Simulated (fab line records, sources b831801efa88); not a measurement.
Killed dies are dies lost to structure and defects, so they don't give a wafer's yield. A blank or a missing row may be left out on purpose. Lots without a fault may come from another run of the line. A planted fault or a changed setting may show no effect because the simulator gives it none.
A struck lot beside a sound one | flow sfq_line | 14 steps out of a route of 325
Sound: wafers L429.1, L429.2, L429.6. Struck: wafers L431.2, L431.4. (L431.1 of the same lot was not struck and is left out.) The cause comes at the end.
At each step with rows: each side's tool, then ch and its chambers, then its first start. Under that, the readings that differ: sound wafers | struck wafers | difference of the means | sigmas: that difference in standard deviations of wafers without a fault.
alike: readings whose means differ by less than 2 such deviations, and words and numbers that are the same on both sides. not compared: withheld readings, readings that some wafer has no value for, bounds like >300 that may hide the same value, and numbers for which the record gives no deviation and whose values overlap.
The two part at a step that has a row with sigmas, a row that says differs or no value, or rows on one side only. Numbers that don't overlap but have no deviation are shown without sigmas and don't part them. A reading that every wafer of one side lacks parts them only if that side has two wafers or more.

first, 6 steps without rows for these wafers: SFQ_TRILAYER_M0_LITHO_COAT_026 (resist thk 62 nm); SFQ_TRILAYER_M0_LITHO_COAT_021 (resist thk 600 nm); SFQ_TRILAYER_M0_LITHO_SOFTBAKE_025; SFQ_TRILAYER_M0_LITHO_EXPOSE_022 (exposes mask M0, target cd 500 nm); SFQ_TRILAYER_M0_LITHO_PEB_024 (peb time 60 s); SFQ_TRILAYER_M0_LITHO_DEVELOP_023 (time 60 s).
SFQ_M0_OVL_MEAS_906:
  sound on overlay-02, day 17 03:49; struck on overlay-02, day 17 14:37
  alike: M0_OVL
SFQ_TRILAYER_M0_BARC_OPEN_METAL_ETCH_031: etches BARC in O2, target depth 125 nm, time 41.7 s.
  sound on rie_metal-02 ch 0,1, day 17 03:51; struck on rie_metal-02 ch 0, day 17 14:39
  alike: drypump_motor_current_A, oes_product_au
  not compared: rf_hours_counter_h
SFQ_TRILAYER_M0_ETCH_METAL_ETCH_024: etches Nb in Cl2/Ar, stops on SiO2, target depth 240 nm, time 120 s.
  sound on rie_metal-02 ch 0,1, day 17 03:55; struck on rie_metal-02 ch 0, day 17 14:43
  alike: drypump_motor_current_A, oes_product_au
  not compared: rf_hours_counter_h
SFQ_TRILAYER_M0_STRIP_STRIP_025: strips in O2.
  sound on rie_metal-02 ch 0,1, day 17 04:02; struck on rie_metal-02 ch 0, day 17 14:50
  alike: drypump_motor_current_A, oes_product_au
  not compared: rf_hours_counter_h
then, 1 step without rows for these wafers: SFQ_TRILAYER_M0_STRIP_SOLV_CLEAN_026 (cleans in NMP, time 600 s).
SFQ_TRILAYER_I0_DEP_PECVD_027: deposits SiO2 from SiH4/N2O, time 111.11 s, target thk 500 nm.
  sound on pecvd-02 ch 1,2, day 17 04:49; struck on pecvd-02 ch 1, day 17 15:37
  reading                                             | sound             | struck      | difference | sigmas
  rf_fwd_power_W (W)                                  | 182.3 182.0 182.0 | 109.3 108.8 | -73.0      | -99 or more
  showerhead_vpp_V (V)                                | 860 839 835       | 635 638     | -208       | -9
  model.SiO2_of_TRILAYER_I0_DEP_PECVD_027.thk_nm (nm) | 491.1 488.3 499.6 | 428.6 434.1 | -61.6      |
  alike: heater_power_w, throttle_valve_pct
SFQ_TRILAYER_I0_CMP_CMP_028: polishes SiO2.
  sound on cmp-02 ch 0,2, day 17 05:53; struck on cmp-01 ch 2,3, day 17 17:32
  reading                | sound       | struck  | difference | sigmas
  time_to_endpoint_s (s) | 199 202 211 | 163 163 | -41        | -6
  alike: edge_zone_pressure_frac, motor_current_A
SFQ_I0_BOW_MEAS_907:
  sound on film_metro-03, day 17 08:23; struck on film_metro-02, day 17 20:32
  alike: I0_BOW

WHERE THEY PART
First at SFQ_TRILAYER_I0_DEP_PECVD_027; last, within this record, at SFQ_TRILAYER_I0_CMP_CMP_028. Later steps at which nothing parts them and some readings are alike: SFQ_I0_BOW_MEAS_907.

WHY: what the simulator had put in
Process parameter drift: pecvd-02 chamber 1, from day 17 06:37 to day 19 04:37, at SFQ_TRILAYER_I0_DEP_PECVD_027. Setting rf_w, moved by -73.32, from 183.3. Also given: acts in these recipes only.
